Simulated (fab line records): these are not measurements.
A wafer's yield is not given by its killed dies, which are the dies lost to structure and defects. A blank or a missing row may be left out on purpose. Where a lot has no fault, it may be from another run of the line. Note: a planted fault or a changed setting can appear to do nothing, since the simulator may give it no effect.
fab line records + flow sky130
record
- lots=9
- wafers=27
- lastDay=50
route steps=708 shown VIA1@472 METAL2@485 PAD_OPEN@708
lots untouched by any fault: they come from a run of this same line in which no faults occurred
startH: start of the lot's first displayed wafer, in hours after the record's first day + waitH: hours since the lot's step before + " repeats the value in the row above + L1.1+2: a single row standing in for several wafers + - value missing, or start not given + * or withheld: withheld + < > ~ a bound
route shown NAME@n: names a module that has steps shown in the file, with the first one's number in the route + usual: mean/standard deviation of fault-free wafers + same: alike in all rows + chamber/n: place in a boat + sites: per-site readings + _std_site: the values' standard deviation + _edge_site: mean of outer sites minus mean of inner sites + radiusMm: how far each site lies from the wafer's centre + mask NAME#n: copy n + behind: the most recent tool/chamber to have shaped the wafer + hold: what put the lot on hold/how long, in hours/how the hold closed + device: which transistor (n, p or np) failed to switch + end of line: tests run on the same wafers once the route is complete + for a step that has no rows: nothing shown but its recipe + killed: dies that structure and defects cost at the first sort, which is not the same as the wafer's yield + map: dies across one wafer; x = killed, . = not, _ = none there
set.NAME: the setting as run; set.NAME@STEP: as run at that earlier step + model.NAME: the simulator's own value behind a step, which no gauge read
route steps across a sampled set of lots; one table per step, one row per wafer
services: when a tool's chamber went out of use (startH, in hours from the record's first day, below 0 if earlier), for how many hours, and the reason
## steps
# step SKY_VIA1_ETCH_14
# recipe
- chemistry=N2/H2
- target=BARC
- ionEnergyEv=200
- sourceW=500
- biasW=100
- pressureMtorr=30
- n2FlowSccm=100
- h2FlowSccm=200
- stopOn=SiO2
- timeS=45.9
- targetDepthA=600
# usual
- biasW=99.98/0.29
- drypumpMotorCurrentA=5.73/0.27
- oesProductAu=0.855/0.0043
- throttleValvePct=13.225/0.0084
| lot.wafer | tool       | chamber | startH | waitH | biasW  | drypumpMotorCurrentA | oesProductAu | rfHoursCounterH | throttleValvePct |
|-----------|------------|---------|--------|-------|--------|----------------------|--------------|-----------------|------------------|
| L777.2    | rieDiel-03 | 3       | 836.52 | 0.0   | 100.02 | 5.77                 | 0.857        | 17              | 13.235           |
| L777.3    | "          | 2       | "      | "     | 99.72  | 5.42                 | 0.848        | 13              | 13.232           |
| L777.4    | "          | 0       | "      | "     | 100.27 | 5.71                 | 0.859        | 24              | 13.231           |
| L779.2    | rieDiel-04 | 2       | 837.23 | 0.0   | 100.13 | 6.37                 | 0.854        | 2               | 13.237           |
| L779.3    | "          | 3       | "      | "     | 100.18 | 5.72                 | 0.853        | 14              | 13.215           |
| L779.5    | "          | 3       | "      | "     | 99.88  | 5.73                 | 0.857        | -               | 13.202           |
| L784.1    | rieDiel-03 | 3       | 861.97 | 0.0   | 99.72  | 5.77                 | 0.857        | 19              | 13.239           |
| L784.4    | "          | 3       | "      | "     | 99.61  | 5.80                 | 0.864        | -               | 13.216           |
| L784.6    | "          | 2       | "      | "     | 100.15 | 5.41                 | 0.851        | -               | 13.228           |
| L785.1    | rieDiel-03 | 0       | 889.33 | 0.0   | 100.48 | 5.71                 | 0.858        | 0               | 13.237           |
| L785.2    | "          | 2       | "      | "     | 99.81  | 5.40                 | 0.851        | 15              | 13.223           |
| L785.6    | "          | 2       | "      | "     | 99.83  | 5.40                 | 0.852        | -               | 13.210           |
| L787.1    | rieDiel-03 | 3       | 893.64 | 0.0   | 100.12 | 5.79                 | 0.855        | 20              | 13.211           |
| L787.4    | "          | 0       | "      | "     | 99.73  | 5.72                 | 0.854        | -               | 13.222           |
| L787.5    | "          | 3       | "      | "     | 100.13 | 5.80                 | 0.860        | -               | 13.228           |
| L789.1    | rieDiel-04 | 2       | 914.92 | 0.0   | 99.60  | 6.32                 | 0.860        | 6               | 13.229           |
| L789.3    | "          | 0       | "      | "     | 99.55  | 5.87                 | 0.860        | 9               | 13.224           |
| L789.5    | "          | 0       | "      | "     | 99.85  | 5.85                 | 0.863        | -               | 13.229           |
| L793.1    | rieDiel-04 | 1       | 916.78 | 0.0   | 99.86  | 5.44                 | 0.855        | 14              | 13.230           |
| L793.3    | "          | 2       | "      | "     | 99.89  | 6.33                 | 0.865        | 6               | 13.214           |
| L793.4    | "          | 3       | "      | "     | 100.23 | 5.73                 | 0.851        | 18              | 13.221           |
| L797.3    | rieDiel-03 | 1       | 947.63 | 0.0   | 100.06 | 5.62                 | 0.862        | 1               | 13.212           |
| L797.5    | "          | 2       | "      | "     | 101.22 | 5.40                 | 0.850        | -               | 13.227           |
| L797.6    | "          | 1       | "      | "     | 100.13 | 5.61                 | 0.857        | -               | 13.207           |
| L795.2    | rieDiel-03 | 1       | 948.42 | 0.0   | 99.69  | 5.59                 | 0.854        | 1               | 13.218           |
| L795.4    | "          | 2       | "      | "     | 99.52  | 5.41                 | 0.849        | 17              | 13.238           |
| L795.5    | "          | 2       | "      | "     | 100.36 | 5.40                 | 0.849        | -               | 13.232           |
# step SKY_METAL2_SPUTTER_02
# recipe
- material=AlCu
- targetThkNm=250
- powerW=10600
- timeS=13.3
- chamberPressurePa=0.4
# usual
- throttleValvePct=30.1/1.2
| lot.wafer | tool          | chamber | startH | waitH | throttleValvePct |
|-----------|---------------|---------|--------|-------|------------------|
| L777.2    | pvdSputter-04 | -       | 837.89 | 0.0   | 29.0             |
| L777.3    | "             | -       | "      | "     | 30.4             |
| L777.4    | "             | -       | "      | "     | 28.7             |
| L779.2    | pvdSputter-04 | -       | 838.60 | 0.0   | 28.7             |
| L779.3    | "             | -       | "      | "     | 28.9             |
| L779.5    | "             | -       | "      | "     | 28.8             |
| L784.1    | pvdSputter-02 | -       | 863.33 | 0.0   | 31.4             |
| L784.4    | "             | -       | "      | "     | 29.2             |
| L784.6    | "             | -       | "      | "     | 29.4             |
| L785.1    | pvdSputter-04 | -       | 890.78 | 0.0   | 30.4             |
| L785.2    | "             | -       | "      | "     | 29.0             |
| L785.6    | "             | -       | "      | "     | 28.7             |
| L787.1    | pvdSputter-04 | -       | 895.13 | 0.0   | 32.0             |
| L787.4    | "             | -       | "      | "     | 29.0             |
| L787.5    | "             | -       | "      | "     | 28.7             |
| L789.1    | pvdSputter-04 | -       | 917.11 | 0.0   | 32.1             |
| L789.3    | "             | -       | "      | "     | 29.2             |
| L789.5    | "             | -       | "      | "     | 28.5             |
| L793.1    | pvdSputter-01 | -       | 918.15 | 0.0   | 28.6             |
| L793.3    | "             | -       | "      | "     | 29.4             |
| L793.4    | "             | -       | "      | "     | 29.4             |
| L797.3    | pvdSputter-01 | -       | 950.67 | 0.0   | 29.1             |
| L797.5    | "             | -       | "      | "     | 28.6             |
| L797.6    | "             | -       | "      | "     | 29.3             |
| L795.2    | pvdSputter-01 | -       | 951.10 | 0.0   | 28.8             |
| L795.4    | "             | -       | "      | "     | 29.2             |
| L795.5    | "             | -       | "      | "     | 29.2             |
# step SKY_METAL2_SPUTTER_03
# recipe
- material=Ti
- targetThkNm=5
- powerW=3000
- timeS=3.3
- chamberPressurePa=0.4
# usual
- throttleValvePct=30.1/1.2
| lot.wafer | tool          | chamber | startH | waitH | throttleValvePct |
|-----------|---------------|---------|--------|-------|------------------|
| L777.2    | pvdSputter-04 | -       | 837.91 | 0.0   | 28.9             |
| L777.3    | "             | -       | "      | "     | 30.3             |
| L777.4    | "             | -       | "      | "     | 28.7             |
| L779.2    | pvdSputter-04 | -       | 838.62 | 0.0   | 28.9             |
| L779.3    | "             | -       | "      | "     | 28.9             |
| L779.5    | "             | -       | "      | "     | 28.6             |
| L784.1    | pvdSputter-02 | -       | 863.35 | 0.0   | 31.4             |
| L784.4    | "             | -       | "      | "     | 29.1             |
| L784.6    | "             | -       | "      | "     | 29.3             |
| L785.1    | pvdSputter-04 | -       | 890.80 | 0.0   | 30.2             |
| L785.2    | "             | -       | "      | "     | 28.7             |
| L785.6    | "             | -       | "      | "     | 28.7             |
| L787.1    | pvdSputter-04 | -       | 895.16 | 0.0   | 32.2             |
| L787.4    | "             | -       | "      | "     | 28.8             |
| L787.5    | "             | -       | "      | "     | 28.7             |
| L789.1    | pvdSputter-04 | -       | 917.14 | 0.0   | 32.1             |
| L789.3    | "             | -       | "      | "     | 28.6             |
| L789.5    | "             | -       | "      | "     | 28.8             |
| L793.1    | pvdSputter-01 | -       | 918.17 | 0.0   | 28.7             |
| L793.3    | "             | -       | "      | "     | 29.4             |
| L793.4    | "             | -       | "      | "     | 29.3             |
| L797.3    | pvdSputter-01 | -       | 950.70 | 0.0   | 29.2             |
| L797.5    | "             | -       | "      | "     | 28.3             |
| L797.6    | "             | -       | "      | "     | 29.2             |
| L795.2    | pvdSputter-01 | -       | 951.13 | 0.0   | 28.4             |
| L795.4    | "             | -       | "      | "     | 29.0             |
| L795.5    | "             | -       | "      | "     | 29.2             |
# step SKY_METAL2_RS_MEAS_05
# recipe
- thkMeasGauge=four-point-probe
- reads=TiN_of_METAL2_SPUTTER_04+Ti_of_METAL2_SPUTTER_03+AlCu_of_METAL2_SPUTTER_02+TiN_of_METAL2_SPUTTER_01+Ti_of_METAL2_SPUTTER_00
# usual
- METAL2_ALCU_RS=0.1269/0.0014
| lot.wafer | tool         | chamber | startH | waitH | hold                    | METAL2_ALCU_RS[ohm/sq] |
|-----------|--------------|---------|--------|-------|-------------------------|------------------------|
| L777.2    | filmMetro-03 | -       | 838.00 | 0.0   | -                       | 0.1261                 |
| L777.3    | "            | -       | "      | "     | -                       | 0.1251                 |
| L777.4    | "            | -       | "      | "     | -                       | 0.1257                 |
| L779.2    | filmMetro-02 | -       | 838.71 | 0.0   | -                       | 0.1290                 |
| L779.3    | "            | -       | "      | "     | -                       | 0.1283                 |
| L779.5    | "            | -       | "      | "     | -                       | 0.1286                 |
| L784.1    | filmMetro-02 | -       | 863.42 | 0.0   | -                       | 0.1249                 |
| L784.4    | "            | -       | "      | "     | -                       | 0.1277                 |
| L784.6    | "            | -       | "      | "     | -                       | 0.1287                 |
| L785.1    | filmMetro-04 | -       | 890.87 | 0.0   | -                       | 0.1260                 |
| L785.2    | "            | -       | "      | "     | -                       | 0.1271                 |
| L785.6    | "            | -       | "      | "     | -                       | 0.1283                 |
| L787.1    | filmMetro-03 | -       | 895.22 | 0.0   | awaitDispo/0.2h/release | 0.1748                 |
| L787.4    | "            | -       | "      | "     | awaitDispo/0.2h/release | 0.1771                 |
| L787.5    | "            | -       | "      | "     | awaitDispo/0.2h/release | 0.1758                 |
| L787.1    | filmMetro-03 | -       | 895.51 | 0.3   | -                       | 0.1747                 |
| L787.4    | "            | -       | "      | "     | -                       | 0.1771                 |
| L787.5    | "            | -       | "      | "     | -                       | 0.1760                 |
| L789.1    | filmMetro-02 | -       | 917.20 | 0.0   | awaitDispo/0.2h/release | 0.1745                 |
| L789.3    | "            | -       | "      | "     | awaitDispo/0.2h/release | 0.1742                 |
| L789.5    | "            | -       | "      | "     | awaitDispo/0.2h/release | 0.1717                 |
| L789.1    | filmMetro-02 | -       | 917.49 | 0.3   | -                       | 0.1751                 |
| L789.3    | "            | -       | "      | "     | -                       | 0.1745                 |
| L789.5    | "            | -       | "      | "     | -                       | 0.1715                 |
| L793.1    | filmMetro-04 | -       | 918.24 | 0.0   | -                       | 0.1251                 |
| L793.3    | "            | -       | "      | "     | -                       | 0.1267                 |
| L793.4    | "            | -       | "      | "     | -                       | 0.1258                 |
| L797.3    | filmMetro-02 | -       | 950.81 | 0.1   | -                       | 0.1278                 |
| L797.5    | "            | -       | "      | "     | -                       | 0.1263                 |
| L797.6    | "            | -       | "      | "     | -                       | 0.1263                 |
| L795.2    | filmMetro-02 | -       | 951.22 | 0.0   | -                       | 0.1275                 |
| L795.4    | "            | -       | "      | "     | -                       | 0.1288                 |
| L795.5    | "            | -       | "      | "     | -                       | 0.1293                 |
# step SKY_METAL2_THK_MEAS_06
# recipe
- thkMeasGauge=xrf
- reads=AlCu_of_METAL2_SPUTTER_02
# usual
- METAL2_ALCU_THK=246.5/2.9
| lot.wafer | tool         | chamber | startH | waitH | hold                    | METAL2_ALCU_THK[nm] |
|-----------|--------------|---------|--------|-------|-------------------------|---------------------|
| L777.2    | filmMetro-03 | -       | 838.11 | 0.1   | -                       | 248.6               |
| L777.3    | "            | -       | "      | "     | -                       | 249.0               |
| L777.4    | "            | -       | "      | "     | -                       | 248.9               |
| L779.2    | filmMetro-02 | -       | 838.82 | 0.1   | -                       | 243.7               |
| L779.3    | "            | -       | "      | "     | -                       | 243.7               |
| L779.5    | "            | -       | "      | "     | -                       | 244.1               |
| L784.1    | filmMetro-02 | -       | 863.54 | 0.1   | -                       | 249.4               |
| L784.4    | "            | -       | "      | "     | -                       | 244.3               |
| L784.6    | "            | -       | "      | "     | -                       | 244.8               |
| L785.1    | filmMetro-04 | -       | 890.99 | 0.1   | -                       | 246.8               |
| L785.2    | "            | -       | "      | "     | -                       | 244.6               |
| L785.6    | "            | -       | "      | "     | -                       | 243.8               |
| L787.1    | filmMetro-03 | -       | 900.68 | 5.2   | awaitDispo/0.2h/release | 182.2               |
| L787.4    | "            | -       | "      | "     | awaitDispo/0.2h/release | 181.4               |
| L787.5    | "            | -       | "      | "     | awaitDispo/0.2h/release | 179.6               |
| L787.1    | filmMetro-03 | -       | 900.91 | 0.2   | -                       | 182.2               |
| L787.4    | "            | -       | "      | "     | -                       | 180.6               |
| L787.5    | "            | -       | "      | "     | -                       | 181.6               |
| L793.1    | filmMetro-04 | -       | 918.36 | 0.1   | -                       | 249.4               |
| L793.3    | "            | -       | "      | "     | -                       | 247.2               |
| L793.4    | "            | -       | "      | "     | -                       | 248.6               |
| L789.1    | filmMetro-02 | -       | 918.50 | 1.0   | awaitDispo/0.2h/release | 182.8               |
| L789.3    | "            | -       | "      | "     | awaitDispo/0.2h/release | 182.1               |
| L789.5    | "            | -       | "      | "     | awaitDispo/0.2h/release | 185.3               |
| L789.1    | filmMetro-02 | -       | 918.72 | 0.2   | -                       | 181.1               |
| L789.3    | "            | -       | "      | "     | -                       | 183.3               |
| L789.5    | "            | -       | "      | "     | -                       | 185.8               |
| L797.3    | filmMetro-02 | -       | 950.91 | 0.1   | -                       | 245.4               |
| L797.5    | "            | -       | "      | "     | -                       | 247.9               |
| L797.6    | "            | -       | "      | "     | -                       | 246.9               |
| L795.2    | filmMetro-02 | -       | 951.33 | 0.1   | -                       | 245.4               |
| L795.4    | "            | -       | "      | "     | -                       | 241.7               |
| L795.5    | "            | -       | "      | "     | -                       | 242.5               |
# step SKY_METAL2_DESCUM_17
# recipe
- chemistry=O2
- sourcePowerW=150
- biasPowerW=0
- pressureMtorr=10
- tempC=40
- timeS=8
# usual
- drypumpMotorCurrentA=5.9/0.38
- oesProductAu=1.004/0.012
| lot.wafer | tool        | chamber | startH | waitH | drypumpMotorCurrentA | oesProductAu | rfHoursCounterH |
|-----------|-------------|---------|--------|-------|----------------------|--------------|-----------------|
| L777.2    | rieMetal-04 | 0       | 863.98 | 0.0   | 5.3                  | 0.975        | 7               |
| L777.3    | "           | 1       | "      | "     | 6.4                  | 0.999        | -               |
| L777.4    | "           | 0       | "      | "     | 5.3                  | 0.979        | -               |
| L779.2    | rieMetal-04 | 1       | 865.12 | 0.0   | 6.4                  | 1.003        | 4               |
| L779.3    | "           | 1       | "      | "     | 6.4                  | 1.010        | -               |
| L779.5    | "           | 0       | "      | "     | 5.3                  | 0.988        | -               |
| L784.1    | rieMetal-01 | 0       | 888.57 | 0.0   | 6.3                  | 1.005        | 11              |
| L784.4    | "           | 1       | "      | "     | 6.0                  | 1.009        | -               |
| L784.6    | "           | 0       | "      | "     | 6.2                  | 1.000        | -               |
| L785.1    | rieMetal-01 | 1       | 915.89 | 0.0   | 5.9                  | 1.004        | 17              |
| L785.2    | "           | 0       | "      | "     | 6.3                  | 1.006        | 12              |
| L785.6    | "           | 0       | "      | "     | 6.3                  | 1.011        | -               |
| L787.1    | rieMetal-01 | 0       | 921.03 | 0.0   | 6.2                  | 1.009        | 13              |
| L787.4    | "           | 1       | "      | "     | 6.0                  | 1.007        | -               |
| L787.5    | "           | 0       | "      | "     | 6.3                  | 1.005        | -               |
| L789.1    | rieMetal-01 | 0       | 941.84 | 0.0   | 6.3                  | 1.008        | 14              |
| L789.3    | "           | 0       | "      | "     | 6.3                  | 0.997        | -               |
| L789.5    | "           | 0       | "      | "     | 6.3                  | 0.994        | -               |
| L793.1    | rieMetal-04 | 0       | 943.44 | 0.0   | 5.3                  | 0.984        | 11              |
| L793.3    | "           | 1       | "      | "     | 6.4                  | 1.009        | -               |
| L793.4    | "           | 0       | "      | "     | 5.3                  | 0.976        | -               |
| L797.3    | rieMetal-01 | 0       | 974.24 | 0.0   | 6.3                  | 1.011        | -               |
| L797.5    | "           | 0       | "      | "     | 6.3                  | 1.011        | -               |
| L797.6    | "           | 1       | "      | "     | 6.0                  | 1.011        | -               |
| L795.2    | rieMetal-03 | 0       | 974.96 | 0.0   | 5.5                  | 1.007        | 18              |
| L795.4    | "           | 0       | "      | "     | 5.5                  | 1.023        | -               |
| L795.5    | "           | 0       | "      | "     | 5.5                  | 1.018        | -               |
# step SKY_METAL2_METAL_ETCH_19
# recipe
- targetDepthA=3600
- stopOn=SiO2
- overEtchFrac=0.3
- timeS=78
- chemistry=Cl2/BCl3
- resistSidewallDeg=88
- pressureMtorr=10
- icpW=900
- biasW=48.5
- Cl2_flow_sccm=60
- bcl3FlowSccm=30
# usual
- bcl3FlowSccm=29.99/0.086
- biasW=48.50/0.14
- drypumpMotorCurrentA=5.9/0.38
- oesProductAu=0.854/0.0058
- throttleValvePct=22.264/0.0091
| lot.wafer | tool        | chamber | startH | waitH | bcl3FlowSccm | biasW | drypumpMotorCurrentA | oesProductAu | rfHoursCounterH | throttleValvePct |
|-----------|-------------|---------|--------|-------|--------------|-------|----------------------|--------------|-----------------|------------------|
| L777.2    | rieMetal-04 | 0       | 864.07 | 0.0   | 30.00        | 48.51 | 5.4                  | 0.865        | 7               | 22.249           |
| L777.3    | "           | 1       | "      | "     | 29.84        | 48.47 | 6.4                  | 0.856        | -               | 22.275           |
| L777.4    | "           | 0       | "      | "     | 30.01        | 48.59 | 5.3                  | 0.848        | -               | 22.269           |
| L779.2    | rieMetal-04 | 1       | 865.22 | 0.0   | 29.94        | 48.64 | 6.3                  | 0.842        | 4               | 22.274           |
| L779.3    | "           | 1       | "      | "     | 29.93        | 48.58 | 6.4                  | 0.856        | -               | 22.264           |
| L779.5    | "           | 0       | "      | "     | 30.02        | 48.50 | 5.3                  | 0.853        | -               | 22.291           |
| L784.1    | rieMetal-01 | 0       | 888.67 | 0.0   | 30.12        | 48.23 | 6.3                  | 0.863        | 11              | 22.268           |
| L784.4    | "           | 1       | "      | "     | 29.85        | 48.53 | 6.0                  | 0.844        | -               | 22.263           |
| L784.6    | "           | 0       | "      | "     | 30.09        | 48.34 | 6.3                  | 0.854        | -               | 22.257           |
| L785.1    | rieMetal-01 | 1       | 915.98 | 0.0   | 30.02        | 48.52 | 6.0                  | 0.858        | 17              | 22.282           |
| L785.2    | "           | 0       | "      | "     | 29.95        | 48.58 | 6.3                  | 0.843        | 12              | 22.261           |
| L785.6    | "           | 0       | "      | "     | 30.01        | 48.44 | 6.3                  | 0.853        | -               | 22.265           |
| L787.1    | rieMetal-01 | 0       | 921.12 | 0.0   | 30.08        | 48.63 | 6.3                  | 0.787        | 13              | 22.270           |
| L787.4    | "           | 1       | "      | "     | 30.15        | 48.41 | 6.0                  | 0.791        | -               | 22.269           |
| L787.5    | "           | 0       | "      | "     | 29.99        | 48.47 | 6.2                  | 0.785        | -               | 22.255           |
| L789.1    | rieMetal-01 | 0       | 942.03 | 0.1   | 29.96        | 48.59 | 6.3                  | 0.793        | 14              | 22.267           |
| L789.3    | "           | 0       | "      | "     | 29.92        | 48.60 | 6.2                  | 0.789        | -               | 22.270           |
| L789.5    | "           | 0       | "      | "     | 30.03        | 48.69 | 6.3                  | 0.793        | -               | 22.247           |
| L793.1    | rieMetal-04 | 0       | 943.53 | 0.0   | 30.03        | 48.56 | 5.3                  | 0.853        | 11              | 22.251           |
| L793.3    | "           | 1       | "      | "     | 29.95        | 48.52 | 6.3                  | 0.853        | -               | 22.263           |
| L793.4    | "           | 0       | "      | "     | 29.98        | 48.76 | 5.3                  | 0.849        | -               | 22.255           |
| L797.3    | rieMetal-01 | 0       | 974.35 | 0.1   | 29.97        | 48.76 | 6.3                  | 0.854        | -               | 22.256           |
| L797.5    | "           | 0       | "      | "     | 30.04        | 48.77 | 6.3                  | 0.859        | -               | 22.252           |
| L797.6    | "           | 1       | "      | "     | 29.95        | 48.57 | 5.9                  | 0.847        | -               | 22.260           |
| L795.2    | rieMetal-03 | 0       | 975.05 | 0.0   | 29.89        | 48.32 | 5.5                  | 0.857        | 18              | 22.246           |
| L795.4    | "           | 0       | "      | "     | 29.99        | 48.26 | 5.5                  | 0.853        | -               | 22.266           |
| L795.5    | "           | 0       | "      | "     | 30.06        | 48.51 | 5.5                  | 0.842        | -               | 22.272           |
# step SKY_PAD_OPEN_PROBE_99
# usual
- defectLimitedYield=83.0/1.8
- killed_at_M0_to_M3=42/6.6
- killed_at_M4_up=3.0/1.7
- killedAtContacts=24/5.3
- killedAtFrontEnd=15/4.5
- killedAtOther=0.2/0.49
- killedDies=83/9
- killedOpen=45/6.9
- killedShort=38/5.8
- sort_bin_3_pad_short=0.8/0.4
- sort_bin_5_function=10.0/1.5
- sort_bin_6_memory=6.1/1.1
- sortNPass=409/9
- sortYieldPct=83.0/1.8
# same
- grossDies=492
- killedAtBackSide=0
- sort_bin_4_leakage[%]=0
- sort_bin_8_speed[%]=0
| lot.wafer | tool      | chamber | startH  | waitH | defectLimitedYield[%] | killed_at_M0_to_M3 | killed_at_M4_up | killedAtContacts | killedAtFrontEnd | killedAtOther | killedDies | killedOpen | killedShort | sort_bin_3_pad_short[%] | sort_bin_5_function[%] | sort_bin_6_memory[%] | sortNPass | sortYieldPct[%] |
|-----------|-----------|---------|---------|-------|-----------------------|--------------------|-----------------|------------------|------------------|---------------|------------|------------|-------------|-------------------------|------------------------|----------------------|-----------|-----------------|
| L784.1    | prober-02 | -       | 1130.22 | 0.1   | 82.1                  | 42                 | 0               | 28               | 16               | 2             | 88         | 48         | 40          | 0.2                     | 10.8                   | 6.9                  | 404       | 82.1            |
| L784.4    | prober-02 | -       | 1130.37 | 0.2   | 81.3                  | 53                 | 2               | 24               | 13               | 0             | 92         | 56         | 36          | 0.4                     | 12.0                   | 6.3                  | 400       | 81.3            |
| L784.6    | prober-02 | -       | 1130.47 | 0.2   | 86.0                  | 39                 | 5               | 11               | 14               | 0             | 69         | 41         | 28          | 1.4                     | 8.5                    | 4.1                  | 423       | 86.0            |
| L787.1    | prober-01 | -       | 1156.88 | 0.1   | 79.3                  | 47                 | 5               | 28               | 22               | 0             | 102        | 52         | 49          | 0.4                     | 11.8                   | 8.5                  | 390       | 79.3            |
| L787.4    | prober-01 | -       | 1157.03 | 0.2   | 85.2                  | 35                 | 5               | 24               | 9                | 0             | 73         | 36         | 37          | 0.6                     | 9.6                    | 4.7                  | 419       | 85.2            |
| L787.5    | prober-01 | -       | 1157.08 | 0.2   | 80.5                  | 43                 | 4               | 28               | 21               | 0             | 96         | 57         | 39          | 0.4                     | 13.0                   | 6.1                  | 396       | 80.5            |
| L789.1    | prober-02 | -       | 1171.08 | 0.1   | 82.7                  | 47                 | 2               | 24               | 12               | 0             | 85         | 49         | 36          | 0.4                     | 10.6                   | 6.3                  | 407       | 82.7            |
# killed by level:class
L784.1 CONTACT:geometricParticle:open=13 METAL2:geometricParticle:short=8 VIA3:geometricParticle:open=7 LI_CONTACT:geometricParticle:open=6 VIA1:geometricParticle:open=6 LOCAL_INTERCONNECT:geometricParticle:short=5 VIA2:geometricParticle:open=5 METAL3:geometricParticle:short=5
L784.4 CONTACT:geometricParticle:open=11 VIA1:geometricParticle:open=10 METAL2:geometricParticle:short=10 LI_CONTACT:geometricParticle:open=9 VIA3:geometricParticle:open=9 METAL1:geometricParticle:short=7 POLY_GATE:geometricParticle:open=6 POLY_GATE:geometricParticle:short=3
L784.6 VIA3:geometricParticle:open=9 VIA1:geometricParticle:open=7 METAL2:geometricParticle:short=7 FIELD_ISO:geometricParticle:open=5 POLY_GATE:geometricParticle:open=4 METAL1:geometricParticle:short=4 LI_CONTACT:geometricParticle:open=4 CONTACT:geometricParticle:open=4
L787.1 VIA1:geometricParticle:open=13 CONTACT:geometricParticle:open=11 VIA1:geometricParticle:short=8 POLY_GATE:geometricParticle:open=7 VIA3:geometricParticle:open=7 POLY_GATE:geometricParticle:short=6 FIELD_ISO:geometricParticle:short=5 METAL1:geometricParticle:short=5
L787.4 CONTACT:geometricParticle:open=9 VIA1:geometricParticle:open=7 LI_CONTACT:geometricParticle:open=6 CONTACT:geometricParticle:short=5 VIA1:geometricParticle:short=5 VIA3:geometricParticle:open=5 METAL4:geometricParticle:short=5 METAL1:geometricParticle:short=4
L787.5 VIA1:geometricParticle:open=16 CONTACT:geometricParticle:open=13 METAL2:geometricParticle:short=8 LI_CONTACT:geometricParticle:open=8 FIELD_ISO:geometricParticle:short=7 POLY_GATE:geometricParticle:open=6 POLY_GATE:geometricParticle:short=5 VIA1:geometricParticle:short=4
L789.1 CONTACT:geometricParticle:open=13 VIA1:geometricParticle:open=12 METAL2:geometricParticle:short=7 VIA2:geometricParticle:open=5 METAL1:geometricParticle:short=5 LI_CONTACT:geometricParticle:open=4 LOCAL_INTERCONNECT:geometricParticle:short=4 VIA3:geometricParticle:open=4
## services
| tool          | chamber | startH | hours | kind                  |
|---------------|---------|--------|-------|-----------------------|
| rieDiel-03    | 0       | 819.31 | 15.5  | repair                |
| rieDiel-04    | 3       | 822.01 | 6.1   | repair                |
| pvdSputter-01 | -       | 824.39 | 1.0   | repair                |
| rieMetal-04   | -       | 829.42 | 0.5   | repair                |
| rieDiel-03    | 2       | 841.98 | 2.6   | repair                |
| pvdSputter-04 | -       | 845.72 | 6.7   | repair                |
| rieDiel-03    | 0       | 851.09 | -     | clean                 |
| rieDiel-03    | 0       | 851.09 | 20.1  | scheduledDown         |
| rieDiel-03    | 0       | 851.09 | 20.1  | ventCycle             |
| rieDiel-04    | 1       | 856.35 | 3.8   | repair                |
| pvdSputter-04 | 1       | 860.61 | -     | consumableReplace:kit |
| pvdSputter-04 | 1       | 860.61 | 18.0  | scheduledDown         |
| pvdSputter-04 | 1       | 860.61 | 18.0  | ventCycle             |
| rieDiel-03    | 1       | 872.08 | -     | clean                 |
| rieDiel-04    | 0       | 876.09 | 16.5  | repair                |
| pvdSputter-02 | -       | 908.35 | 4.1   | repair                |
| rieDiel-03    | -       | 908.44 | 2.8   | pm                    |
| rieDiel-04    | 1       | 908.80 | 3.2   | repair                |
| rieMetal-01   | 1       | 929.21 | -     | clean                 |
| rieMetal-01   | 1       | 929.21 | 30.8  | scheduledDown         |
| rieMetal-01   | 1       | 929.21 | 30.8  | ventCycle             |
| rieDiel-03    | -       | 933.19 | 0.7   | repair                |
| rieDiel-04    | 2       | 952.31 | 4.3   | repair                |
| rieDiel-04    | 1       | 974.92 | 8.2   | repair                |
## key
firstSign
- step=SKY_METAL2_RS_MEAS_05
- reading=visit
- direction=added
effect
- step=SKY_METAL2_RS_MEAS_05
- reading=METAL2_ALCU_RS
- direction=up
- sigmas=34
- usual=0.1269
- struck=0.1747
effect
- step=SKY_METAL2_THK_MEAS_06
- reading=visit
- direction=added
effect
- step=SKY_METAL2_THK_MEAS_06
- reading=METAL2_ALCU_THK
- direction=down
- sigmas=22
- usual=246.5
- struck=182.2
effect
- step=SKY_METAL2_METAL_ETCH_19
- reading=oesProductAu
- direction=down
- sigmas=11
- usual=0.854
- struck=0.790
metAt SKY_METAL2_SPUTTER_02
struckLots L787,L789
notActingAt SKY_VIA1_ETCH_14,SKY_METAL2_SPUTTER_03,SKY_METAL2_DESCUM_17
onsetBetween 890.78 895.13
fault
- kind=processParameterDrift
- tool=pvdSputter-04
- chamber=-
- onsetH=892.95
- steps=SKY_METAL2_SPUTTER_02
- channel=targetThkNm
- offset=-64.013
- shape=step
- endH=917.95
- actsIn=theseRecipesOnly
- stated=250
